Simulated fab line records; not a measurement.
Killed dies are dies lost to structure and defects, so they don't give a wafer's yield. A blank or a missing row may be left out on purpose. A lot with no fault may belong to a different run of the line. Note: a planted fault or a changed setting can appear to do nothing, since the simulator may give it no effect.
fab line records    flow sfq_line    part 1 of 2: steps 1 to 27 of 36
record: lots: 5  wafers: 15  last_day: 89
route steps=325 shown M1@68 I1@73 M2@88 I2@103
lots untouched by any fault: they come from a run of this same line in which no faults occurred
start_h: start of the lot's first displayed wafer, in hours after the record's first day    wait_h: hours from the lot's prior step to this one    " same as the row above    L1.1+2: one row covering several wafers at once    - no value, or no start given    * or withheld: withheld    < > ~ a bound
route shown NAME@n: names a module that has steps shown in the file, with the first one's number in the route    usual: the fault-free wafers' mean and standard deviation    same: alike in all rows    chamber/n: place in a boat    sites: per-site readings    _std_site: their standard deviation    _edge_site: mean of outer sites minus mean of inner sites    radius_mm: how far each site lies from the wafer's centre    mask NAME#n: copy n    behind: tool/chamber where the wafer was last shaped    hold: why the lot went on hold/how many hours it stayed there/how the hold came to an end    device: transistor that didn't switch, given as n, p or np    end of line: tests of these same wafers at the route's end    a step given without rows: its recipe and nothing more    killed: not the wafer's yield, but the dies lost to structure and defects at the first sort    map: per-die view of a wafer (x killed, . not killed, _ where there is no die)
set.NAME: the setting the step ran with; set.NAME@STEP: the setting that earlier step ran with    model.NAME: the simulator's own value behind a step, which no gauge read
a table for each step, a row for each wafer; lots at some steps of the route
services: when a tool's chamber went out of use (start_h, in hours from the record's first day, below 0 if earlier), for how many hours, and the reason
== steps ==
step: SFQ_M1_OVL_MEAS_911
usual: M1_OVL: -2/5.9
lot.wafer  tool        chamber  start_h  wait_h  M1_OVL[nm]
L078.3     overlay-02  -        563.52   0.1     -7
L078.5     "           -        "        "       -3
L078.6     "           -        "        "       -22
L080.1     overlay-01  -        568.31   0.1     -5
L080.3     "           -        "        "       1
L080.6     "           -        "        "       -1
L081.1     overlay-01  -        573.11   0.1     -2
L081.2     "           -        "        "       5
L081.3     "           -        "        "       -3
L082.1     overlay-02  -        618.20   0.1     -5
L082.2     "           -        "        "       -3
L082.5     "           -        "        "       -8
L089.1     overlay-01  -        739.67   0.1     -2
L089.2     "           -        "        "       9
L089.4     "           -        "        "       3
step: SFQ_TRILAYER_M1_BARC_OPEN_METAL_ETCH_054
recipe: mask_material: PR  chemistry: O2  target_depth_nm: 125  target: BARC  icp_w: 600  bias_w: 83.06  pressure_mtorr: 10  time_s: 41.7
usual: drypump_motor_current_A: 5.8/0.4  he_backside_leak_sccm: 3.37/0.25  oes_product_au: 0.685/0.0051
lot.wafer  tool          chamber  start_h  wait_h  drypump_motor_current_A  he_backside_leak_sccm  oes_product_au  rf_hours_counter_h
L078.3     rie_metal-04  0        563.57   0.0     5.1                      3.63                   0.679           -
L078.5     "             0        "        "       5.1                      3.28                   0.692           -
L078.6     "             1        "        "       5.8                      3.31                   0.680           -
L080.1     rie_metal-04  1        568.35   0.0     5.9                      3.19                   0.676           35
L080.3     "             1        "        "       5.9                      3.23                   0.685           -
L080.6     "             0        "        "       5.1                      3.59                   0.683           -
L081.1     rie_metal-04  0        573.15   0.0     5.1                      3.41                   0.686           127
L081.2     "             1        "        "       5.8                      3.17                   0.684           36
L081.3     "             1        "        "       5.8                      3.16                   0.684           -
L082.1     rie_metal-02  0        618.24   0.0     6.3                      3.08                   0.689           19
L082.2     "             1        "        "       5.4                      3.20                   0.685           25
L082.5     "             0        "        "       6.3                      3.18                   0.682           -
L089.1     rie_metal-03  1        739.71   0.0     6.0                      3.38                   0.683           65
L089.2     "             0        "        "       6.1                      3.70                   0.687           119
L089.4     "             0        "        "       6.1                      3.66                   0.680           -
step: SFQ_TRILAYER_M1_ETCH_METAL_ETCH_042
recipe: target: Nb  stop_on: SiO2  mask_material: PR  chemistry: Cl2/Ar  target_depth_nm: 240  icp_w: 600  bias_w: 80  pressure_mtorr: 10  time_s: 120
usual: drypump_motor_current_A: 5.8/0.4  he_backside_leak_sccm: 3.4/0.42  oes_product_au: 0.895/0.006
lot.wafer  tool          chamber  start_h  wait_h  drypump_motor_current_A  he_backside_leak_sccm  oes_product_au  rf_hours_counter_h
L078.3     rie_metal-04  0        563.65   0.1     5.1                      3.3                    0.891           -
L078.5     "             0        "        "       5.1                      3.4                    0.905           -
L078.6     "             1        "        "       5.9                      3.2                    0.898           -
L080.1     rie_metal-04  1        568.40   0.0     5.8                      3.2                    0.903           35
L080.3     "             1        "        "       5.8                      3.1                    0.896           -
L080.6     "             0        "        "       5.1                      3.3                    0.895           -
L081.1     rie_metal-04  0        573.20   0.0     5.1                      3.1                    0.897           127
L081.2     "             1        "        "       5.8                      3.1                    0.890           36
L081.3     "             1        "        "       5.8                      3.1                    0.898           -
L082.1     rie_metal-02  0        618.30   0.0     6.3                      3.2                    0.899           19
L082.2     "             1        "        "       5.4                      3.1                    0.899           25
L082.5     "             0        "        "       6.3                      3.2                    0.894           -
L089.1     rie_metal-03  1        739.77   0.0     6.0                      3.5                    0.893           65
L089.2     "             0        "        "       6.1                      3.5                    0.886           119
L089.4     "             0        "        "       6.1                      3.7                    0.892           -
step: SFQ_TRILAYER_M1_STRIP_STRIP_043
recipe: gas: O2  power_w: 200  platen_temp_c: 40  overash_fraction: 0.65  chemistry: O2  pressure_mtorr: 50
usual: drypump_motor_current_A: 5.8/0.4  he_backside_leak_sccm: 3.4/0.31  oes_product_au: 1.000/0.0071
lot.wafer  tool          chamber  start_h  wait_h  drypump_motor_current_A  he_backside_leak_sccm  oes_product_au  rf_hours_counter_h
L078.3     rie_metal-04  0        563.93   0.2     5.1                      3.3                    1.012           -
L078.5     "             0        "        "       5.1                      3.3                    1.004           -
L078.6     "             1        "        "       5.9                      3.2                    1.003           -
L080.1     rie_metal-04  1        568.53   0.1     5.8                      3.2                    1.000           36
L080.3     "             1        "        "       5.8                      3.1                    0.991           -
L080.6     "             0        "        "       5.1                      3.5                    0.999           -
L081.1     rie_metal-04  0        573.33   0.1     5.1                      3.5                    1.007           127
L081.2     "             1        "        "       5.8                      3.1                    0.996           36
L081.3     "             1        "        "       5.8                      3.0                    1.004           -
L082.1     rie_metal-02  0        618.42   0.1     6.3                      3.1                    0.990           19
L082.2     "             1        "        "       5.4                      3.2                    1.012           26
L082.5     "             0        "        "       6.3                      3.0                    0.992           -
L089.1     rie_metal-03  1        739.90   0.1     6.0                      3.3                    1.000           65
L089.2     "             0        "        "       6.1                      3.9                    0.992           120
L089.4     "             0        "        "       6.0                      3.7                    1.007           -
step: SFQ_TRILAYER_M1_STRIP_SOLV_CLEAN_044
recipe: chemistry: NMP  temp_c: 70  time_s: 600
usual: temp_c: 70.00/0.13
lot.wafer  tool          chamber  start_h  wait_h  temp_c
L078.3     wet_bench-01  0        564.33   0.2     70.00
L078.5     "             3        "        "       70.07
L078.6     "             4        "        "       70.04
L080.1     wet_bench-03  5        569.13   0.4     69.98
L080.3     "             6        "        "       70.08
L080.6     "             1        "        "       70.07
L081.1     wet_bench-02  7        573.93   0.4     70.02
L081.2     "             2        "        "       69.95
L081.3     "             1        "        "       69.96
L082.1     wet_bench-02  1        619.02   0.4     70.09
L082.2     "             2        "        "       70.20
L082.5     "             3        "        "       70.04
L089.1     wet_bench-01  2        740.50   0.4     70.05
L089.2     "             7        "        "       69.96
L089.4     "             3        "        "       70.09
step: SFQ_TRILAYER_I1_DEP_PECVD_045
recipe: material: SiO2  temp_c: 150  time_s: 111.11  pressure_torr: 2.4  rf_w: 183.3  precursor: SiH4/N2O  target_thk_nm: 500
usual: heater_power_outer_w: 26/7.8  heater_power_w: 78/13  throttle_valve_pct: 24.9/1.6
lot.wafer  tool      chamber  start_h  wait_h  heater_power_outer_w  heater_power_w  throttle_valve_pct
L078.3     pecvd-03  2        564.52   0.0     29                    79              25.3
L078.5     "         1        "        "       31                    79              27.3
L078.6     "         2        "        "       31                    80              25.3
L080.1     pecvd-01  2        569.31   0.0     32                    80              24.3
L080.3     "         1        "        "       34                    85              25.2
L080.6     "         1        "        "       23                    67              25.3
L081.1     pecvd-01  2        574.11   0.0     28                    77              24.0
L081.2     "         0        "        "       41                    109             23.0
L081.3     "         1        "        "       34                    83              25.1
L082.1     pecvd-02  0        619.20   0.0     12                    65              23.6
L082.2     "         1        "        "       15                    58              22.4
L082.5     "         0        "        "       14                    70              23.5
L089.1     pecvd-01  2        740.67   0.0     30                    77              24.6
L089.2     "         1        "        "       28                    78              25.2
L089.4     "         0        "        "       37                    108             23.6
step: SFQ_TRILAYER_I1_CMP_CMP_046
recipe: material: SiO2  down_force_psi: 3  platen_rpm: 60  pad_velocity_m_s: 0.94248
usual: motor_current_A: 10.0/1.4  slurry_flow_ml_min: 149.9/0.45  time_to_endpoint_s: 215/6.8
lot.wafer  tool    chamber  start_h  wait_h  motor_current_A  slurry_flow_ml_min  time_to_endpoint_s
L078.3     cmp-02  0        566.78   2.2     10.7             149.7               227
L078.5     "       2        567.78   3.2     12.1             149.0               226
L078.6     "       3        "        "       8.8              149.8               220
L080.1     cmp-01  0        569.88   0.5     8.0              150.1               211
L080.3     "       2        570.88   1.5     12.1             149.7               213
L080.6     "       0        571.88   2.5     8.5              149.6               223
L081.3     cmp-02  0        577.13   3.0     11.2             149.4               224
L081.1     "       1        "        "       10.4             149.4               213
L081.2     "       3        578.63   4.5     8.6              149.5               217
L082.2     cmp-01  2        619.78   0.5     12.6             149.4               212
L082.1     "       3        "        "       8.7              149.9               214
L082.5     "       1        621.28   2.0     9.7              150.0               211
L089.2     cmp-01  0        741.35   0.6     8.4              150.2               214
L089.4     "       2        742.35   1.6     12.0             149.8               213
L089.1     "       3        "        "       8.9              150.5               203
step: SFQ_I1_BOW_MEAS_912
recipe: mode: bow
usual: I1_BOW: 1/7.7
lot.wafer  tool           chamber  start_h  wait_h  I1_BOW[um]
L078.3     film_metro-01  -        568.82   1.5     9
L078.5     "              -        "        "       4
L078.6     "              -        "        "       -3
L080.1     film_metro-02  -        572.38   2.0     18
L080.3     "              -        "        "       11
L080.6     "              -        "        "       0
L081.1     film_metro-04  -        580.13   2.0     5
L081.2     "              -        "        "       3
L081.3     "              -        "        "       9
L082.1     film_metro-02  -        622.28   1.5     -9
L082.2     "              -        "        "       -5
L082.5     "              -        "        "       -9
L089.1     film_metro-02  -        744.35   1.0     1
L089.2     "              -        "        "       -17
L089.4     "              -        "        "       -3
step: SFQ_TRILAYER_I1_METRO_MEASURE_047
usual: thk_nm: 200.3/1
lot.wafer  tool           chamber  start_h  wait_h  thk_nm
L078.3     film_metro-01  -        569.30   0.5     201.8
L078.5     "              -        "        "       201.0
L078.6     "              -        "        "       200.6
L080.1     film_metro-02  -        572.50   0.1     201.0
L080.3     "              -        "        "       199.9
L080.6     "              -        "        "       200.3
L081.1     film_metro-04  -        580.25   0.1     201.1
L081.2     "              -        "        "       200.5
L081.3     "              -        "        "       201.6
L082.1     film_metro-02  -        622.40   0.1     201.4
L082.2     "              -        "        "       202.0
L082.5     "              -        "        "       202.0
L089.1     film_metro-02  -        744.47   0.1     198.5
L089.2     "              -        "        "       199.2
L089.4     "              -        "        "       199.5
step: SFQ_TRILAYER_I1_VIA_LITHO_COAT_054
recipe: resist: BARC  spin_rpm: 3000  resist_thk_nm: 62
lot.wafer   tool            chamber  start_h  wait_h
L078.3+5+6  litho_track-01  0        570.20   0.7
L080.1+3+6  litho_track-04  0        573.70   1.0
L081.1+2+3  litho_track-04  0        581.45   1.0
L082.1+2+5  litho_track-01  0        623.60   1.0
L089.1+2+4  litho_track-04  0        745.67   1.0
step: SFQ_TRILAYER_I1_VIA_LITHO_COAT_049
recipe: resist: KrF  spin_rpm: 3000  resist_thk_nm: 650
lot.wafer   tool            chamber  start_h  wait_h
L078.3+5+6  litho_track-01  0        570.50   0.2
L080.1+3+6  litho_track-04  0        574.00   0.2
L081.1+2+3  litho_track-04  0        581.75   0.2
L082.1+2+5  litho_track-01  0        623.90   0.2
L089.1+2+4  litho_track-04  0        745.97   0.2
step: SFQ_TRILAYER_I1_VIA_LITHO_SOFTBAKE_053
recipe: temp_c: withheld  time_s: withheld  resist: KrF
lot.wafer   tool            chamber  start_h  wait_h
L078.3+5+6  litho_track-01  0        570.75   0.2
L080.1+3+6  litho_track-04  0        574.30   0.2
L081.1+2+3  litho_track-04  0        582.05   0.2
L082.1+2+5  litho_track-01  0        624.20   0.2
L089.1+2+4  litho_track-04  0        746.27   0.2
step: SFQ_TRILAYER_I1_VIA_LITHO_EXPOSE_050
recipe: mask_id: I1  na: 0.6  source_shape: conventional  sigma_outer: 0.65  target_cd_nm: 500  dose_mj: 21.3
same: sigma_outer: 0.65
lot.wafer   tool            chamber  start_h  wait_h  mask
L078.3+5+6  krf_scanner-01  0        571.25   -       I1#0
L080.1+3+6  krf_scanner-01  0        576.25   -       I1#0
L081.1+2+3  krf_scanner-01  0        582.20   -       I1#0
L082.1+2+5  krf_scanner-02  0        626.61   -       I1#0
L089.1+2+4  krf_scanner-01  0        899.66   -       I1#0
step: SFQ_TRILAYER_I1_VIA_LITHO_PEB_052
recipe: peb_temp_c: 115  peb_time_s: 60  resist: KrF
lot.wafer   tool            chamber  start_h  wait_h
L078.3+5+6  litho_track-01  0        572.10   0.7
L080.1+3+6  litho_track-04  0        577.45   1.0
L081.1+2+3  litho_track-01  0        583.40   1.0
L082.1+2+5  litho_track-04  0        627.81   1.0
L089.1+2+4  litho_track-03  0        900.86   1.0
step: SFQ_TRILAYER_I1_VIA_LITHO_DEVELOP_051
recipe: time_s: 60  resist: KrF
lot.wafer   tool            chamber  start_h  wait_h
L078.3+5+6  litho_track-01  0        572.25   0.1
L080.1+3+6  litho_track-04  0        577.60   0.1
L081.1+2+3  litho_track-01  0        583.55   0.1
L082.1+2+5  litho_track-04  0        627.96   0.1
L089.1+2+4  litho_track-03  0        901.01   0.1
step: SFQ_I1_OVL_MEAS_913
usual: I1_OVL: 3/5
lot.wafer  tool        chamber  start_h  wait_h  I1_OVL[nm]
L078.3     overlay-02  -        572.37   0.1     3
L078.5     "           -        "        "       -1
L078.6     "           -        "        "       -3
L080.1     overlay-01  -        577.75   0.1     11
L080.3     "           -        "        "       9
L080.6     "           -        "        "       5
L081.1     overlay-02  -        583.70   0.1     0
L081.2     "           -        "        "       -3
L081.3     "           -        "        "       1
L082.1     overlay-01  -        628.11   0.1     -2
L082.2     "           -        "        "       10
L082.5     "           -        "        "       1
L089.1     overlay-01  -        901.16   0.1     8
L089.2     "           -        "        "       7
L089.4     "           -        "        "       0
step: SFQ_TRILAYER_I1_VIA_BARC_OPEN_VIA_ETCH_071
recipe: mask_material: PR  chemistry: O2  target_depth_nm: 125  target: BARC  source_w: 500  bias_w: 80  pressure_mtorr: 30  time_s: 41.7
usual: drypump_motor_current_A: 5.6/0.43  oes_product_au: 0.685/0.0045
lot.wafer  tool         chamber  start_h  wait_h  drypump_motor_current_A  oes_product_au  rf_hours_counter_h
L078.3     rie_diel-03  1        572.39   0.0     5.9                      0.675           1
L078.5     "            0        "        "       5.2                      0.675           -
L078.6     "            3        "        "       6.0                      0.688           -
L080.1     rie_diel-04  0        577.79   0.0     5.0                      0.689           2
L080.3     "            1        "        "       6.0                      0.685           1
L080.6     "            3        "        "       5.7                      0.688           -
L081.1     rie_diel-04  1        583.74   0.0     6.0                      0.693           1
L081.2     "            2        "        "       5.0                      0.692           43
L081.3     "            3        "        "       5.7                      0.691           1
L082.1     rie_diel-02  0        628.15   0.0     5.1                      0.686           62
L082.2     "            1        "        "       6.0                      0.682           73
L082.5     "            3        "        "       5.4                      0.688           -
L089.1     rie_diel-04  2        901.20   0.0     5.0                      0.683           1
L089.2     "            1        "        "       6.0                      0.686           6
L089.4     "            0        "        "       5.0                      0.681           6
step: SFQ_TRILAYER_I1_VIA_ETCH_VIA_ETCH_052
recipe: target: SiO2  stop_on: Nb  mask_material: PR  taper_deg: 20  chemistry: CHF3  target_depth_nm: 260  source_w: 500  bias_w: 80  pressure_mtorr: 30  time_s: withheld
usual: drypump_motor_current_A: 5.6/0.43  oes_product_au: 0.855/0.0045
lot.wafer  tool         chamber  start_h  wait_h  drypump_motor_current_A  oes_product_au
L078.3     rie_diel-03  1        572.43   0.0     5.9                      0.857
L078.5     "            0        "        "       5.1                      0.857
L078.6     "            3        "        "       6.0                      0.859
L080.1     rie_diel-04  0        577.83   0.0     5.0                      0.856
L080.3     "            1        "        "       6.0                      0.862
L080.6     "            3        "        "       5.7                      0.852
L081.1     rie_diel-04  1        583.78   0.0     5.9                      0.865
L081.2     "            2        "        "       5.0                      0.854
L081.3     "            3        "        "       5.7                      0.858
L082.1     rie_diel-02  0        628.19   0.0     5.1                      0.854
L082.2     "            1        "        "       6.0                      0.867
L082.5     "            3        "        "       5.4                      0.858
L089.1     rie_diel-04  2        901.24   0.0     5.0                      0.850
L089.2     "            1        "        "       6.0                      0.851
L089.4     "            0        "        "       5.0                      0.855
step: SFQ_TRILAYER_I1_VIA_STRIP_STRIP_053
recipe: gas: O2  power_w: 200  platen_temp_c: 40  overash_fraction: 0.65  chemistry: O2  pressure_mtorr: 50
usual: drypump_motor_current_A: 6.0/0.31  he_backside_leak_sccm: 3.4/0.31  oes_product_au: 1.000/0.0079
lot.wafer  tool          chamber  start_h  wait_h  drypump_motor_current_A  he_backside_leak_sccm  oes_product_au  rf_hours_counter_h
L078.3     rie_metal-02  1        572.74   -       5.5                      3.1                    0.999           -
L078.5     "             1        "        "       5.5                      3.0                    1.000           -
L078.6     "             0        "        "       6.3                      3.0                    1.001           -
L080.1     rie_metal-01  1        577.94   -       5.9                      3.4                    1.005           118
L080.3     "             1        "        "       5.9                      3.5                    1.010           -
L080.6     "             0        "        "       6.5                      3.4                    0.998           -
L081.1     rie_metal-03  0        583.89   -       6.1                      3.7                    1.001           97
L081.2     "             1        "        "       6.0                      3.2                    0.995           41
L081.3     "             0        "        "       6.1                      3.7                    1.005           -
L082.1     rie_metal-01  1        628.30   -       6.0                      3.5                    1.001           125
L082.2     "             0        "        "       6.4                      3.3                    0.997           23
L082.5     "             1        "        "       5.9                      3.7                    0.999           -
L089.1     rie_metal-02  1        901.35   -       5.4                      3.3                    0.993           64
L089.2     "             0        "        "       6.3                      3.2                    1.003           59
L089.4     "             1        "        "       5.4                      3.3                    0.993           -
step: SFQ_TRILAYER_I1_VIA_STRIP_SOLV_CLEAN_054
recipe: chemistry: NMP  temp_c: 70  time_s: 600
usual: temp_c: 70.00/0.12
lot.wafer  tool          chamber  start_h  wait_h  temp_c
L078.3     wet_bench-04  7        573.14   0.2     69.94
L078.5     "             0        "        "       69.99
L078.6     "             6        "        "       69.96
L080.1     wet_bench-02  0        578.54   0.4     69.91
L080.3     "             3        "        "       70.03
L080.6     "             2        "        "       69.87
L081.1     wet_bench-03  3        584.49   0.4     69.92
L081.2     "             1        "        "       69.91
L081.3     "             4        "        "       70.12
L082.1     wet_bench-04  4        628.90   0.4     70.07
L082.2     "             7        "        "       69.91
L082.5     "             0        "        "       70.14
L089.1     wet_bench-02  4        901.95   0.4     70.02
L089.2     "             0        "        "       70.18
L089.4     "             3        "        "       70.02
step: SFQ_TRILAYER_M2_DEP_PRE_CLEAN_056
recipe: gas: Ar  time_s: 22.5  bias_v: 250
lot.wafer   tool            chamber  start_h  wait_h
L078.3+5+6  pvd_sputter-05  -        573.32   0.0
L080.1+3+6  pvd_sputter-06  -        578.72   0.0
L081.1+2+3  pvd_sputter-06  -        584.66   0.0
L082.1+2+5  pvd_sputter-04  -        629.07   0.0
L089.1+2+4  pvd_sputter-06  -        902.13   0.0
step: SFQ_TRILAYER_M2_DEP_SPUTTER_055
recipe: material: Nb  base_pressure_pa: 1.33e-06  chamber_pressure_pa: 0.1333  substrate_temp_c: 20  resputter_cathode_voltage_v: 400  target_thk_nm: 200  power_w: 2000  time_s: 133.3
usual: throttle_valve_pct: 30.1/0.74
lot.wafer  tool            chamber  start_h  wait_h  throttle_valve_pct
L078.3     pvd_sputter-05  -        573.35   0.0     30.3
L078.5     "               -        "        "       30.9
L078.6     "               -        "        "       30.5
L080.1     pvd_sputter-06  -        578.75   0.0     29.6
L080.3     "               -        "        "       28.7
L080.6     "               -        "        "       30.0
L081.1     pvd_sputter-06  -        584.69   0.0     30.0
L081.2     "               -        "        "       29.4
L081.3     "               -        "        "       30.7
L082.1     pvd_sputter-04  -        629.10   0.0     28.7
L082.2     "               -        "        "       31.1
L082.5     "               -        "        "       31.3
L089.1     pvd_sputter-06  -        902.16   0.0     28.6
L089.2     "               -        "        "       29.2
L089.4     "               -        "        "       30.2
step: SFQ_M2_RS_MEAS_914
recipe: thk_meas_gauge: four-point-probe  reads: Nb_of_TRILAYER_M2_DEP_SPUTTER_055
usual: M2_NB_RS: 0.887/0.0092
lot.wafer  tool           chamber  start_h  wait_h  M2_NB_RS[ohm/sq]
L078.3     film_metro-04  -        573.48   0.1     0.886
L078.5     "              -        "        "       0.883
L078.6     "              -        "        "       0.878
L080.1     film_metro-04  -        578.84   0.0     0.895
L080.3     "              -        "        "       0.883
L080.6     "              -        "        "       0.884
L081.1     film_metro-02  -        584.78   0.0     0.883
L081.2     "              -        "        "       0.885
L081.3     "              -        "        "       0.880
L082.1     film_metro-02  -        629.19   0.0     0.904
L082.2     "              -        "        "       0.893
L082.5     "              -        "        "       0.899
L089.1     film_metro-02  -        902.25   0.0     0.886
L089.2     "              -        "        "       0.896
L089.4     "              -        "        "       0.894
step: SFQ_TRILAYER_M2_LITHO_COAT_062
recipe: resist: BARC  spin_rpm: 3000  resist_thk_nm: 62
lot.wafer   tool            chamber  start_h  wait_h
L078.3+5+6  litho_track-02  0        573.72   0.1
L080.1+3+6  litho_track-02  0        579.02   0.1
L081.1+2+3  litho_track-02  0        584.96   0.1
L082.1+2+5  litho_track-03  0        629.37   0.1
L089.1+2+4  litho_track-01  0        902.43   0.1
step: SFQ_TRILAYER_M2_LITHO_COAT_057
recipe: resist: KrF  spin_rpm: 3000  resist_thk_nm: 604.6
lot.wafer   tool            chamber  start_h  wait_h
L078.3+5+6  litho_track-02  0        574.02   0.2
L080.1+3+6  litho_track-02  0        579.32   0.2
L081.1+2+3  litho_track-02  0        585.26   0.2
L082.1+2+5  litho_track-03  0        629.67   0.2
L089.1+2+4  litho_track-01  0        902.73   0.2
step: SFQ_TRILAYER_M2_LITHO_SOFTBAKE_061
recipe: temp_c: withheld  time_s: withheld  resist: KrF
lot.wafer   tool            chamber  start_h  wait_h
L078.3+5+6  litho_track-02  0        574.27   0.2
L080.1+3+6  litho_track-02  0        579.62   0.2
L081.1+2+3  litho_track-02  0        585.56   0.2
L082.1+2+5  litho_track-03  0        629.97   0.2
L089.1+2+4  litho_track-01  0        903.03   0.2
step: SFQ_TRILAYER_M2_LITHO_EXPOSE_058
recipe: mask_id: M2  na: 0.6  source_shape: conventional  sigma_outer: 0.65  target_cd_nm: 500  dose_mj: 14.4
same: sigma_outer: 0.65
lot.wafer   tool            chamber  start_h  wait_h  mask
L078.3+5+6  krf_scanner-01  0        575.45   -       M2#0
L080.1+3+6  krf_scanner-01  0        579.77   -       M2#0
L081.1+2+3  krf_scanner-01  0        585.71   -       M2#0
L082.1+2+5  krf_scanner-01  0        631.71   -       M2#0
L089.1+2+4  krf_scanner-02  0        911.83   -       M2#0
